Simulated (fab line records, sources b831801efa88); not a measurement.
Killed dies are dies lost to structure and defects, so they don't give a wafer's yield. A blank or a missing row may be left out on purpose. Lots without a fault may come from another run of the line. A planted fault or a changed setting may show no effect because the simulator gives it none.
Which tool did it? | flow gf180mcu | 6 lots, 18 wafers sampled, at 1 step of a route of 602

WHAT THE GAUGES READ, wafer by wafer
GF_V5_CD_MEAS_14: target cd 260 nm.
lot  | measured     | on        | cd_nm (nm)
L415 | day 27 14:57 | cd_sem-01 | 258.5 260.0 258.5
L417 | day 28 01:48 | cd_sem-02 | 260.2 259.7 259.9
L419 | day 28 23:09 | cd_sem-01 | 259.7 259.0 258.8
L421 | day 29 06:12 | cd_sem-02 | 260.2 261.0 258.4
L424 | day 30 08:06 | cd_sem-02 | 258.7 259.0 258.4
L435 | day 33 01:12 | cd_sem-01 | 257.1 256.7 258.0

WHICH TOOL RAN EACH LOT (tool, then ch and the chambers of the sampled wafers, then the start)
The record holds no process step before these readings.

THE ANSWER, worked out from the rows above alone
Rule: what is usual is taken from the lots themselves. Put in order of their means at a reading, lots are off if they are a third of the lots or fewer, leave a main group of 4 or more, and stand apart from it by a gap of 3 or more times the standard deviation of the main group's means; of several such gaps the widest counts. A main group whose means are all the same, to the digits that the tables above print for the reading, isn't used. A lot without any number at a reading at which 4 lots or more have one is off too. The other lots that the step has rows for count as sound.
No lot is off at any reading shown: from this, nothing can be told.

WHAT THE SIMULATOR HAD PUT IN
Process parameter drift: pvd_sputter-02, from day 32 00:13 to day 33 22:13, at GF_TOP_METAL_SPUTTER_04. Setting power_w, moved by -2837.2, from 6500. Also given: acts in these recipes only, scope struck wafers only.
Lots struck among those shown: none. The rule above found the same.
